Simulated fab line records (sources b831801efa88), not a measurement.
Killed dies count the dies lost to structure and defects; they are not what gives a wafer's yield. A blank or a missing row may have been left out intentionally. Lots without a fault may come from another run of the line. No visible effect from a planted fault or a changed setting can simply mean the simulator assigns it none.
The tool behind it: which one? ; flow sky130 ; Sampling: 7 lots, 21 wafers, 2 of 708 route steps

## WHAT EACH GAUGE READ, for each wafer
SKY_DNWELL_TW_MEAS_09.
lot;measured;on;DNWELL_TW
L810;day 3 18:46;film-metro-01;1100 1096 1097
L814;day 4 18:04;film-metro-02;30 30 30
L818;day 5 14:19;film-metro-04;1097 1095 1098
L823;day 6 18:55;film-metro-02;1109 1110 1116
L825;day 7 08:19;film-metro-01;1102 1099 1100
L828;day 7 21:34;film-metro-01;1107 1106 1105
L830;day 8 09:34;film-metro-01;1114 1117 1114

## EACH LOT AND THE TOOL THAT RAN IT (in order: tool; ch and the chambers of the sampled wafers; start)
lot;SKY_DNWELL_DEVELOP_06
L810;litho-track-01 ch 0, day 3 18:00
L814;litho-track-01, day 4 17:00
L818;litho-track-01 ch 0, day 5 13:00
L823;litho-track-01 ch 0, day 6 18:00
L825;litho-track-04 ch 0, day 7 07:00
L828;litho-track-03 ch 0, day 7 21:00
L830;litho-track-04 ch 0, day 8 09:00
- SKY_DNWELL_DEVELOP_06: develop time 60 s.

## THE ANSWER, worked out from the rows above alone
Rule: usual is defined by the lots themselves. Put in order of their means at a reading, lots are off if they are a third of the lots or fewer, leave a main group of 4 or more, and stand apart from it by a gap of 3 or more times the standard deviation of the main group's means; of several such gaps the widest counts. If all means in a main group match to the digits the tables above print for the reading, that group is not used. A lot without any number at a reading at which 4 lots or more have one is off too. Any other lot the step has rows for is counted as sound.
Off: at SKY_DNWELL_TW_MEAS_09 (DNWELL_TW), L814. Main group: mean 1105, sd 6.9.
A tool fits if, at a process step before that reading, it ran every lot that is off, and no sound lot after the first of them. Gauges at SKY_DNWELL_TW_MEAS_09: tried the same way as those tools. No candidate that was tried fits.

## WHAT THE SIMULATOR HAD INSERTED
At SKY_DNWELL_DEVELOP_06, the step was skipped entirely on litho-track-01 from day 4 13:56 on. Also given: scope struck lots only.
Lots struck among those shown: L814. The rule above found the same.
